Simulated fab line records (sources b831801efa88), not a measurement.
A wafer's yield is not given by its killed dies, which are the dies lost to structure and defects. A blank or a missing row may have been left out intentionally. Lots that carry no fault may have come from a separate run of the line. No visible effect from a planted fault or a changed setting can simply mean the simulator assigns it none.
2 desks looking at one fault ; flow sky130 ; what lay behind the numbers comes last; until then each desk has only its own

== AT THE METROLOGY DESK ==
What the gauges read, lot by lot, whatever tool the lot ran on: means of the sampled wafers that have a number. Marked OUT: a lot whose mean sits more than 4 standard deviations from the usual mean, which makes it out of limits; the brackets give that distance.
Columns: A = PAD_OPEN_BOW at SKY_PAD_OPEN_BOW_MEAS_13, usual 45 um
lot;first seen here;A
L825;day 45 10:59;49
L826;day 45 13:31;39
L828;day 47 09:01;48
L830;day 47 16:47;45
L831;day 47 21:46;49
L832;day 48 03:55;38
L835;day 48 10:10;38
L834;day 48 11:35;42
L837;day 48 19:27;33
L838;day 49 00:25;31
L839;day 49 06:27;51
L845;day 50 11:16;39
L847;day 50 15:31;58
This desk found nothing out of limits on any of the 13 lots.

== TOOL OWNER'S DESK, plasma_asher-03 ==
The tool's own readings at SKY_VT_ADJUST_NCORE_STRIP_10 (strips in O2/N2): means of the sampled wafers that have a number, for each lot that ran on this tool. Marked OUT: a lot whose mean sits more than 4 standard deviations from the usual mean, which makes it out of limits; the brackets give that distance.
Columns: A = drypump_motor_current_A at SKY_VT_ADJUST_NCORE_STRIP_10, usual 5.2 A; B = oes_product_au at SKY_VT_ADJUST_NCORE_STRIP_10, usual 0.715 a.u.; C = strip_time_to_endpoint_s at SKY_VT_ADJUST_NCORE_STRIP_10, usual 14.12 s
lot;first seen here;A;B;C
L826;day 8 16:37;4.9;0.717;14.14
L831;day 11 02:39;4.9;0.716;14.12
L832;day 11 09:19;4.9;0.709;14.16
L834;day 11 15:05;4.9;0.716;14.14
L835;day 11 16:21;4.9;0.717;14.10
L839;day 12 17:03;4.9;0.717;14.09
L845;day 14 15:47;4.9;0.719;14.15
L847;day 15 02:57;4.9;0.712;14.10
This desk found nothing out of limits on any of the 8 lots.

== BROUGHT TOGETHER ==
The metrology desk saw nothing out of limits.
Nothing out of limits was seen by the tool owner's desk.

== WHAT THE SIMULATOR PUT IN ==
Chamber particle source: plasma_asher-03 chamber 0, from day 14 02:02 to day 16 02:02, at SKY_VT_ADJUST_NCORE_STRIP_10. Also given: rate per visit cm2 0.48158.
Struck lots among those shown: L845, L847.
